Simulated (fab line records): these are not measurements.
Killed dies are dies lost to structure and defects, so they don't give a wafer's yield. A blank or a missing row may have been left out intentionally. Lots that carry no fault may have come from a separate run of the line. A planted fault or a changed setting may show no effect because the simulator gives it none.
fab line records	flow sky130	part 1 of 2: steps 1 to 23 of 33
record: lots: 5	wafers: 15	last_day: 50
route steps=708 shown VIA1@469 METAL2@483
lots untouched by any fault: they come from a run of this same line in which no faults occurred
start_h: the number of hours between the record's first day and the start of the first shown wafer of the lot	wait_h: hours elapsed since this lot's preceding step	" the same as in the row above	L1.1+2: a single row standing in for several wafers	- no value, or no start given	* or withheld: withheld	< > ~ a bound
route shown NAME@n: a module of which the file shows steps, and the number in the route of the first	usual: mean and standard deviation over wafers with no fault	same: alike in all rows	chamber/n: place in a boat	sites: each site's reading	_std_site: the values' standard deviation	_edge_site: inner sites' mean taken away from outer sites' mean	radius_mm: for every site, how far away it sits from the centre of the wafer	mask NAME#n: copy n	behind: tool/chamber where the wafer was last shaped	hold: why the lot was held/for how many hours/how that ended	device: whichever transistor did not switch (one of n, p or np)	end of line: at the end of the route, the tests of the same wafers	where a step has no rows: the recipe by itself	killed: the dies lost at the first sort to structure and to defects; this is not the yield of the wafer	map: per-die view of a wafer (x killed, . not killed, _ where there is no die)
set.NAME: the setting the step ran with; set.NAME@STEP: the setting that earlier step ran with	model.NAME: the simulator's own value behind a step, which no gauge read
lots seen at some steps along the route; tables by step, rows by wafer
services: when a tool's chamber went out of use (start_h, in hours from the record's first day, below 0 if earlier), for how many hours, and the reason
== steps ==
step: SKY_VIA1_DEVELOP_11
recipe: develop_time_s: 60	resist: KrF-thick	dev_temp_c: 21
lot.wafer	tool	chamber	start_h	wait_h
L078.2+4+5	litho_track-02	0	-	-
L082.4+5+6	litho_track-01	0	-	-
L090.1+2+3	litho_track-01	0	-	-
L093.1+2+6	litho_track-04	0	-	-
L097.2+3+4	litho_track-01	0	-	-
step: SKY_VIA1_CD_MEAS_12
recipe: target_cd_nm: 150
usual: cd_nm: 149.9/1.6
lot.wafer	tool	chamber	start_h	wait_h	cd_nm
L078.2	cd_sem-01	-	841.56	-	146.5
L078.4	"	-	"	"	147.3
L078.5	"	-	"	"	148.1
L082.4	cd_sem-01	-	879.30	-	148.3
L082.5	"	-	"	"	148.3
L082.6	"	-	"	"	147.7
L090.1	cd_sem-02	-	921.74	-	147.2
L090.2	"	-	"	"	147.5
L090.3	"	-	"	"	148.2
L093.1	cd_sem-02	-	943.47	-	150.6
L093.2	"	-	"	"	150.6
L093.6	"	-	"	"	151.0
L097.2	cd_sem-02	-	963.21	-	149.9
L097.3	"	-	"	"	149.9
L097.4	"	-	"	"	150.7
step: SKY_VIA1_OVL_MEAS_13
usual: VIA1_OVL: 1/5.1
lot.wafer	tool	chamber	start_h	wait_h	VIA1_OVL[nm]
L078.2	overlay-01	-	841.66	0.1	-4
L078.4	"	-	"	"	-5
L078.5	"	-	"	"	-3
L082.4	overlay-02	-	879.37	0.1	8
L082.5	"	-	"	"	-3
L082.6	"	-	"	"	-1
L090.1	overlay-01	-	921.86	0.1	2
L090.2	"	-	"	"	0
L090.3	"	-	"	"	-2
L093.1	overlay-01	-	943.59	0.1	4
L093.2	"	-	"	"	3
L093.6	"	-	"	"	6
L097.2	overlay-02	-	963.31	0.1	3
L097.3	"	-	"	"	5
L097.4	"	-	"	"	5
step: SKY_VIA1_ETCH_14
recipe: chemistry: N2/H2	target: BARC	ion_energy_ev: 200	source_w: 500	bias_w: 100	pressure_mtorr: 30	n2_flow_sccm: 100	h2_flow_sccm: 200	stop_on: SiO2	time_s: 45.9	target_depth_a: 600
usual: bias_w: 100.0/0.31	chamber_pressure_mTorr: 30.000/0.026	drypump_motor_current_A: 5.7/0.5	oes_product_au: 0.854/0.0049	throttle_valve_pct: 13.225/0.0097
lot.wafer	tool	chamber	start_h	wait_h	bias_w	chamber_pressure_mTorr	drypump_motor_current_A	oes_product_au	rf_hours_counter_h	throttle_valve_pct
L078.2	rie_diel-01	2	841.69	0.0	99.9	30.028	5.5	0.855	19	13.230
L078.4	"	0	"	"	100.2	29.970	6.5	0.848	12	13.231
L078.5	"	0	"	"	99.9	29.985	6.5	0.857	-	13.220
L082.4	rie_diel-01	3	879.39	0.0	99.9	30.043	4.8	0.855	3	13.226
L082.5	"	0	"	"	99.6	29.982	6.5	0.846	-	13.224
L082.6	"	1	"	"	100.1	30.010	6.3	0.858	-	13.243
L090.1	rie_diel-04	2	921.89	0.0	100.3	29.987	5.5	0.859	5	13.236
L090.2	"	1	"	"	99.8	30.009	5.7	0.859	5	13.212
L090.3	"	0	"	"	99.7	30.016	5.4	0.856	4	13.221
L093.1	rie_diel-01	3	943.62	0.0	99.9	29.986	4.8	0.855	5	13.213
L093.2	"	0	"	"	100.1	30.009	6.5	0.853	16	13.252
L093.6	"	0	"	"	100.5	29.915	6.5	0.849	-	13.224
L097.2	rie_diel-04	1	963.34	0.0	99.4	29.986	5.7	0.857	6	13.224
L097.3	"	2	"	"	100.1	29.989	5.5	0.851	6	13.241
L097.4	"	3	"	"	100.3	29.993	5.0	0.858	9	13.229
step: SKY_VIA1_ETCH_15
recipe: target: SiO2	chemistry: C4F8/O2/Ar	target_depth_nm: 351	stop_on: TiN	mask_material: KrF-thick	source_w: 1500	bias_w: 1200	pressure_mtorr: 40	c4f8_flow_sccm: withheld	O2_flow_sccm: 6	Ar_flow_sccm: 300	time_s: 54
usual: bias_w: 1199/3.8	chamber_pressure_mTorr: 40.00/0.047	oes_product_au: 0.981/0.0057
lot.wafer	tool	chamber	start_h	wait_h	bias_w	chamber_pressure_mTorr	oes_product_au	rf_hours_counter_h
L078.2	rie_diel-01	2	841.74	0.0	1201	40.01	0.977	19
L078.4	"	0	"	"	1203	39.96	0.983	12
L078.5	"	0	"	"	1198	39.93	0.975	-
L082.4	rie_diel-01	3	879.43	0.0	1204	39.95	0.979	3
L082.5	"	0	"	"	1202	40.04	0.989	-
L082.6	"	1	"	"	1205	40.05	0.978	-
L090.1	rie_diel-04	2	921.94	0.0	1189	40.00	0.982	5
L090.2	"	1	"	"	1203	40.05	0.987	5
L090.3	"	0	"	"	1205	39.98	0.983	4
L093.1	rie_diel-01	3	943.67	0.0	1196	39.99	0.983	5
L093.2	"	0	"	"	1201	40.00	0.987	16
L093.6	"	0	"	"	1197	40.00	0.981	-
L097.2	rie_diel-04	1	963.39	0.0	1192	40.05	0.995	6
L097.3	"	2	"	"	1191	39.97	0.991	6
L097.4	"	3	"	"	1200	39.97	0.986	9
step: SKY_VIA1_STRIP_16
recipe: chemistry: O2/N2	power_w: 1400	pressure_mtorr: 1500	platen_temp_c: withheld	o2_flow_sccm: 3000	n2_flow_sccm: 300	overash_fraction: 0.5
usual: chamber_pressure_mTorr: 1500.1/1.4	drypump_motor_current_A: 5.9/0.37	oes_product_au: 0.415/0.0047	strip_time_to_endpoint_s: 4.456/0.017
same: overash_fraction: 0.5
lot.wafer	tool	chamber	start_h	wait_h	chamber_pressure_mTorr	drypump_motor_current_A	oes_product_au	rf_hours_counter_h	strip_time_to_endpoint_s
L078.2	plasma_asher-02	1	841.78	0.0	1499.8	5.9	0.411	98	4.468
L078.4	"	1	"	"	1499.9	5.9	0.413	-	4.441
L078.5	"	1	"	"	1501.2	5.9	0.413	-	4.438
L082.4	plasma_asher-04	1	879.51	0.1	1499.0	5.7	0.412	-	4.449
L082.5	"	1	"	"	1497.9	5.7	0.409	-	4.424
L082.6	"	0	"	"	1498.8	5.5	0.413	-	4.462
L090.1	plasma_asher-04	1	921.98	0.0	1500.4	5.7	0.420	16	4.453
L090.2	"	0	"	"	1502.4	5.5	0.419	16	4.463
L090.3	"	0	"	"	1502.7	5.6	0.418	-	4.439
L093.1	plasma_asher-04	0	943.71	0.0	1502.9	5.6	0.420	18	4.478
L093.2	"	1	"	"	1501.6	5.7	0.418	18	4.459
L093.6	"	0	"	"	1499.6	5.6	0.410	-	4.445
L097.2	plasma_asher-02	1	963.43	0.0	1503.9	5.9	0.418	109	4.469
L097.3	"	0	"	"	1500.7	6.4	0.409	-	4.461
L097.4	"	1	"	"	1499.8	5.9	0.407	-	4.446
step: SKY_VIA1_STRIP_17
recipe: chemistry: post_etch_residue_remover	time_s: 1200	temp_c: 72.5
usual: temp_c: 72.55/0.11
lot.wafer	tool	chamber	start_h	wait_h	temp_c
L078.2	wet_bench-03	2	841.88	0.1	72.64
L078.4	"	2	"	"	72.48
L078.5	"	2	"	"	72.57
L082.4	wet_bench-03	2	879.58	0.0	72.55
L082.5	"	2	"	"	72.51
L082.6	"	2	"	"	72.55
L090.1	wet_bench-03	3	922.08	0.1	72.68
L090.2	"	3	"	"	72.57
L090.3	"	3	"	"	72.48
L093.1	wet_bench-04	0	943.81	0.1	72.39
L093.2	"	0	"	"	72.44
L093.6	"	0	"	"	72.69
L097.2	wet_bench-03	3	963.53	0.1	72.45
L097.3	"	3	"	"	72.54
L097.4	"	3	"	"	72.59
step: SKY_VIA1_CLEAN_18
recipe: chemistry: IPA	time_s: 180	temp_c: 25
usual: temp_c: 25.00/0.12
lot.wafer	tool	chamber	start_h	wait_h	temp_c
L078.2	wet_bench-04	2	842.26	0.0	25.06
L078.4	"	2	"	"	24.98
L078.5	"	2	"	"	25.02
L082.4	wet_bench-04	0	879.95	0.0	25.00
L082.5	"	0	"	"	24.97
L082.6	"	0	"	"	25.05
L090.1	wet_bench-02	3	922.45	0.0	25.10
L090.2	"	3	"	"	25.05
L090.3	"	3	"	"	25.05
L093.1	wet_bench-02	2	944.15	0.0	25.01
L093.2	"	2	"	"	24.94
L093.6	"	2	"	"	24.79
L097.2	wet_bench-04	0	963.87	0.0	25.00
L097.3	"	0	"	"	24.93
L097.4	"	0	"	"	24.87
step: SKY_VIA1_CLEAN_19
recipe: chemistry: O3/DIW	dry: n2_spin
lot.wafer	tool	chamber	start_h	wait_h
L078.2+4+5	wet_bench-02	0	842.31	0.0
L082.4+5+6	wet_bench-02	3	880.01	0.0
L090.1+2+3	wet_bench-03	3	922.51	0.0
L093.1+2+6	wet_bench-03	0	944.27	0.0
L097.2+3+4	wet_bench-02	3	963.93	0.0
step: SKY_VIA1_SPUTTER_20
recipe: material: TiN	target_thk_nm: 20	chamber_pressure_pa: 5	power_w: 4000	time_s: 80
usual: chamber_pressure_pa: 5.000/0.011	throttle_valve_pct: 29.4/1.1
lot.wafer	tool	chamber	start_h	wait_h	chamber_pressure_pa	throttle_valve_pct
L078.2	pvd_sputter-02	-	842.41	0.0	4.998	28.8
L078.4	"	-	"	"	5.015	28.9
L078.5	"	-	"	"	5.005	29.0
L082.4	pvd_sputter-01	-	880.11	0.0	5.006	31.2
L082.5	"	-	"	"	5.011	31.4
L082.6	"	-	"	"	5.010	29.6
L090.1	pvd_sputter-01	-	922.61	0.0	4.983	29.1
L090.2	"	-	"	"	5.003	28.6
L090.3	"	-	"	"	5.000	31.5
L093.1	pvd_sputter-04	-	944.38	0.0	4.987	29.6
L093.2	"	-	"	"	4.990	32.5
L093.6	"	-	"	"	4.978	32.2
L097.2	pvd_sputter-01	-	964.03	0.0	4.997	29.0
L097.3	"	-	"	"	4.993	28.4
L097.4	"	-	"	"	5.004	31.5
step: SKY_VIA1_CVD_21
recipe: material: W	target_thk_nm: 270	time_s: 80.902	temp_c: 400	pressure_torr: 40
usual: heater_power_w: 920/70
lot.wafer	tool	chamber	start_h	wait_h	heater_power_w
L078.2	cvd_w-02	0	842.47	0.0	842
L078.4	"	0	"	"	833
L078.5	"	1	"	"	1013
L082.4	cvd_w-01	0	880.20	0.1	941
L082.5	"	0	"	"	964
L082.6	"	1	"	"	930
L090.1	cvd_w-01	1	922.67	0.0	857
L090.2	"	0	"	"	901
L090.3	"	0	"	"	924
L093.1	cvd_w-02	0	944.44	0.0	848
L093.2	"	1	"	"	1020
L093.6	"	1	"	"	1033
L097.2	cvd_w-01	0	964.13	0.1	910
L097.3	"	0	"	"	899
L097.4	"	0	"	"	912
step: SKY_VIA1_RS_MEAS_22
recipe: thk_meas_gauge: four-point-probe	reads: W_of_VIA1_CVD_21+TiN_of_VIA1_SPUTTER_20
usual: VIA1_W_RS: 0.428/0.0038
lot.wafer	tool	chamber	start_h	wait_h	VIA1_W_RS[ohm/sq]
L078.2	film_metro-04	-	842.58	0.1	0.428
L078.4	"	-	"	"	0.427
L078.5	"	-	"	"	0.418
L082.4	film_metro-04	-	880.33	0.1	0.432
L082.5	"	-	"	"	0.429
L082.6	"	-	"	"	0.427
L090.1	film_metro-02	-	922.77	0.1	0.426
L090.2	"	-	"	"	0.426
L090.3	"	-	"	"	0.431
L093.1	film_metro-04	-	944.53	0.1	0.435
L093.2	"	-	"	"	0.427
L093.6	"	-	"	"	0.428
L097.2	film_metro-02	-	964.31	0.1	0.426
L097.3	"	-	"	"	0.426
L097.4	"	-	"	"	0.431
step: SKY_VIA1_THK_MEAS_23
recipe: thk_meas_gauge: xrf	reads: W_of_VIA1_CVD_21
usual: VIA1_W_THK: 275/3.1
lot.wafer	tool	chamber	start_h	wait_h	VIA1_W_THK[nm]
L078.2	film_metro-04	-	842.69	0.1	275
L078.4	"	-	"	"	275
L078.5	"	-	"	"	282
L082.4	film_metro-04	-	880.42	0.1	273
L082.5	"	-	"	"	273
L082.6	"	-	"	"	275
L090.1	film_metro-02	-	922.89	0.1	277
L090.2	"	-	"	"	277
L090.3	"	-	"	"	274
L093.1	film_metro-04	-	944.65	0.1	267
L093.2	"	-	"	"	273
L093.6	"	-	"	"	271
L097.2	film_metro-02	-	964.42	0.1	278
L097.3	"	-	"	"	277
L097.4	"	-	"	"	273
step: SKY_VIA1_CMP_24
recipe: stop_on: SiO2	t_overpolish_s: 15	down_force_psi: 3.5	platen_rpm: 60	target_thk_nm: 0	pad_velocity_m_s: 0.94248
usual: motor_current_A: 10.9/1	overpolish_run_s: 14.999/0.0098	time_to_endpoint_s: 63/3.3
lot.wafer	tool	chamber	start_h	wait_h	motor_current_A	overpolish_run_s	time_to_endpoint_s
L078.4	cmp-02	3	842.79	0.1	11.2	15.001	66
L078.2	"	1	"	"	10.1	14.998	66
L078.5	"	2	"	"	9.7	14.993	71
L082.4	cmp-02	0	880.50	0.1	11.3	14.995	61
L082.5	"	0	"	"	12.2	14.998	61
L082.6	"	1	"	"	10.5	14.995	64
L090.2	cmp-02	1	922.95	0.0	10.0	15.003	61
L090.1	"	3	"	"	10.7	14.984	59
L090.3	"	0	"	"	11.5	15.000	63
L093.1	cmp-02	2	944.76	0.1	9.7	14.998	63
L093.2	"	0	"	"	11.4	14.998	60
L093.6	"	2	"	"	9.7	14.991	62
L097.4	cmp-02	3	964.52	0.1	10.8	14.986	59
L097.2	"	0	"	"	11.7	15.003	59
L097.3	"	1	"	"	9.9	15.011	59
step: SKY_METAL2_SPUTTER_00
recipe: material: Ti	target_thk_nm: 15	power_w: 3000	time_s: 10	chamber_pressure_pa: 0.4
usual: chamber_pressure_pa: 0.4000/0.00086	throttle_valve_pct: 29.9/1.2
lot.wafer	tool	chamber	start_h	wait_h	chamber_pressure_pa	throttle_valve_pct
L078.2	pvd_sputter-01	-	843.04	0.1	0.4000	31.3
L078.4	"	-	"	"	0.4000	28.2
L078.5	"	-	"	"	0.4004	29.6
L082.4	pvd_sputter-03	-	880.80	0.2	0.4009	29.1
L082.5	"	-	"	"	0.3996	28.7
L082.6	"	-	"	"	0.4005	30.8
L090.1	pvd_sputter-01	-	923.25	0.1	0.3992	28.4
L090.2	"	-	"	"	0.4001	29.3
L090.3	"	-	"	"	0.4019	29.5
L093.1	pvd_sputter-03	-	945.01	0.2	0.3996	28.7
L093.2	"	-	"	"	0.4005	30.9
L093.6	"	-	"	"	0.3985	29.7
L097.2	pvd_sputter-04	-	964.77	0.1	0.3992	29.5
L097.3	"	-	"	"	0.4006	29.7
L097.4	"	-	"	"	0.4000	29.4
step: SKY_METAL2_SPUTTER_01
recipe: material: TiN	target_thk_nm: 20	power_w: 6500	time_s: 16.7	chamber_pressure_pa: 0.4
usual: chamber_pressure_pa: 0.4000/0.00083	throttle_valve_pct: 29.9/1.2
lot.wafer	tool	chamber	start_h	wait_h	chamber_pressure_pa	throttle_valve_pct
L078.2	pvd_sputter-01	-	843.06	0.0	0.3999	31.7
L078.4	"	-	"	"	0.4001	28.5
L078.5	"	-	"	"	0.4005	29.5
L082.4	pvd_sputter-03	-	880.82	0.0	0.3981	29.3
L082.5	"	-	"	"	0.3991	28.7
L082.6	"	-	"	"	0.3984	30.8
L090.1	pvd_sputter-01	-	923.27	0.0	0.4001	28.6
L090.2	"	-	"	"	0.3986	29.1
L090.3	"	-	"	"	0.3998	29.7
L093.1	pvd_sputter-03	-	945.04	0.0	0.4016	28.6
L093.2	"	-	"	"	0.4002	31.0
L093.6	"	-	"	"	0.3991	29.8
L097.2	pvd_sputter-04	-	964.79	0.0	0.4010	29.5
L097.3	"	-	"	"	0.3998	29.6
L097.4	"	-	"	"	0.4007	29.3
step: SKY_METAL2_SPUTTER_02
recipe: material: AlCu	target_thk_nm: 250	power_w: 10600	time_s: 13.3	chamber_pressure_pa: 0.4
usual: chamber_pressure_pa: 0.4000/0.00081	throttle_valve_pct: 29.9/1.1
lot.wafer	tool	chamber	start_h	wait_h	chamber_pressure_pa	throttle_valve_pct
L078.2	pvd_sputter-01	-	843.09	0.0	0.3991	31.2
L078.4	"	-	"	"	0.4006	28.2
L078.5	"	-	"	"	0.3996	29.7
L082.4	pvd_sputter-03	-	880.85	0.0	0.4002	29.0
L082.5	"	-	"	"	0.4002	28.8
L082.6	"	-	"	"	0.4001	30.8
L090.1	pvd_sputter-01	-	923.29	0.0	0.4010	28.5
L090.2	"	-	"	"	0.3991	29.2
L090.3	"	-	"	"	0.3997	29.7
L093.1	pvd_sputter-03	-	945.06	0.0	0.4004	28.8
L093.2	"	-	"	"	0.4008	30.8
L093.6	"	-	"	"	0.3997	29.4
L097.2	pvd_sputter-04	-	964.81	0.0	0.4005	29.2
L097.3	"	-	"	"	0.4006	29.8
L097.4	"	-	"	"	0.4001	29.6
step: SKY_METAL2_SPUTTER_03
recipe: material: Ti	target_thk_nm: 5	power_w: 3000	time_s: 3.3	chamber_pressure_pa: 0.4
usual: chamber_pressure_pa: 0.4000/0.00078	throttle_valve_pct: 29.9/1.1
lot.wafer	tool	chamber	start_h	wait_h	chamber_pressure_pa	throttle_valve_pct
L078.2	pvd_sputter-01	-	843.11	0.0	0.3983	31.3
L078.4	"	-	"	"	0.4011	28.5
L078.5	"	-	"	"	0.4004	29.5
L082.4	pvd_sputter-03	-	880.87	0.0	0.3991	29.1
L082.5	"	-	"	"	0.3999	29.1
L082.6	"	-	"	"	0.3993	30.6
L090.1	pvd_sputter-01	-	923.32	0.0	0.3992	28.2
L090.2	"	-	"	"	0.3994	29.0
L090.3	"	-	"	"	0.3990	29.4
L093.1	pvd_sputter-03	-	945.09	0.0	0.4018	28.8
L093.2	"	-	"	"	0.4015	30.8
L093.6	"	-	"	"	0.3986	29.5
L097.2	pvd_sputter-04	-	964.84	0.0	0.3998	29.3
L097.3	"	-	"	"	0.4000	29.7
L097.4	"	-	"	"	0.4004	29.3
step: SKY_METAL2_SPUTTER_04
recipe: material: TiN	target_thk_nm: 70	power_w: 6500	time_s: 58.3	chamber_pressure_pa: 0.4
usual: chamber_pressure_pa: 0.4001/0.00073	throttle_valve_pct: 29.9/1.2
lot.wafer	tool	chamber	start_h	wait_h	chamber_pressure_pa	throttle_valve_pct
L078.2	pvd_sputter-01	-	843.13	0.0	0.4006	31.6
L078.4	"	-	"	"	0.4001	28.2
L078.5	"	-	"	"	0.3999	29.3
L082.4	pvd_sputter-03	-	880.89	0.0	0.4005	28.9
L082.5	"	-	"	"	0.3997	28.8
L082.6	"	-	"	"	0.3999	30.9
L090.1	pvd_sputter-01	-	923.34	0.0	0.4005	28.1
L090.2	"	-	"	"	0.4008	29.1
L090.3	"	-	"	"	0.4004	29.4
L093.1	pvd_sputter-03	-	945.10	0.0	0.4022	28.6
L093.2	"	-	"	"	0.3998	30.4
L093.6	"	-	"	"	0.4001	29.5
L097.2	pvd_sputter-04	-	964.86	0.0	0.4001	29.4
L097.3	"	-	"	"	0.4002	29.5
L097.4	"	-	"	"	0.4008	29.2
step: SKY_METAL2_RS_MEAS_05
recipe: thk_meas_gauge: four-point-probe	reads: TiN_of_METAL2_SPUTTER_04+Ti_of_METAL2_SPUTTER_03+AlCu_of_METAL2_SPUTTER_02+TiN_of_METAL2_SPUTTER_01+Ti_of_METAL2_SPUTTER_00
usual: METAL2_ALCU_RS: 0.1271/0.0016
lot.wafer	tool	chamber	start_h	wait_h	METAL2_ALCU_RS[ohm/sq]
L078.2	film_metro-02	-	843.20	0.0	0.1273
L078.4	"	-	"	"	0.1272
L078.5	"	-	"	"	0.1272
L082.4	film_metro-01	-	881.00	0.1	0.1266
L082.5	"	-	"	"	0.1279
L082.6	"	-	"	"	0.1291
L090.1	film_metro-03	-	923.45	0.1	0.1272
L090.2	"	-	"	"	0.1273
L090.3	"	-	"	"	0.1286
L093.1	film_metro-02	-	945.15	0.0	0.1299
L093.2	"	-	"	"	0.1296
L093.6	"	-	"	"	0.1289
L097.2	film_metro-03	-	964.93	0.0	0.1258
L097.3	"	-	"	"	0.1250
L097.4	"	-	"	"	0.1252
step: SKY_METAL2_THK_MEAS_06
recipe: thk_meas_gauge: xrf	reads: AlCu_of_METAL2_SPUTTER_02
usual: METAL2_ALCU_THK: 252/3.7
lot.wafer	tool	chamber	start_h	wait_h	METAL2_ALCU_THK[nm]
L078.2	film_metro-02	-	843.31	0.1	250
L078.4	"	-	"	"	250
L078.5	"	-	"	"	252
L082.4	film_metro-01	-	881.09	0.1	256
L082.5	"	-	"	"	250
L082.6	"	-	"	"	248
L090.1	film_metro-03	-	923.57	0.1	256
L090.2	"	-	"	"	255
L090.3	"	-	"	"	250
L093.1	film_metro-02	-	945.27	0.1	244
L093.2	"	-	"	"	244
L093.6	"	-	"	"	245
L097.2	film_metro-03	-	965.04	0.1	253
L097.3	"	-	"	"	258
L097.4	"	-	"	"	257
step: SKY_METAL2_DEHYDRATE_07
recipe: temp_c: 200	time_s: 60
usual: plate_temp_C: 200.05/0.16
lot.wafer	tool	chamber	start_h	wait_h	plate_temp_C
L078.2	litho_track-03	0	855.94	12.6	200.08
L078.4	"	0	"	"	200.14
L078.5	"	0	"	"	200.17
L082.4	litho_track-02	0	893.81	12.7	200.05
L082.5	"	0	"	"	200.32
L082.6	"	0	"	"	200.27
L090.1	litho_track-02	0	934.64	11.1	200.11
L090.2	"	0	"	"	199.84
L090.3	"	0	"	"	199.86
L093.1	litho_track-02	0	956.44	11.2	199.84
L093.2	"	0	"	"	200.30
L093.6	"	0	"	"	199.75
L097.2	litho_track-01	0	976.51	11.5	200.10
L097.3	"	0	"	"	199.92
L097.4	"	0	"	"	200.11
step: SKY_METAL2_HMDS_08
recipe: prime_time_s: 60	prime_temp_c: 120
same: prime_time_s: 60
lot.wafer	tool	chamber	start_h	wait_h
L078.2+4+5	litho_track-03	0	856.09	0.1
L082.4+5+6	litho_track-02	0	893.96	0.1
L090.1+2+3	litho_track-02	0	934.79	0.1
L093.1+2+6	litho_track-02	0	956.59	0.1
L097.2+3+4	litho_track-01	0	976.66	0.1
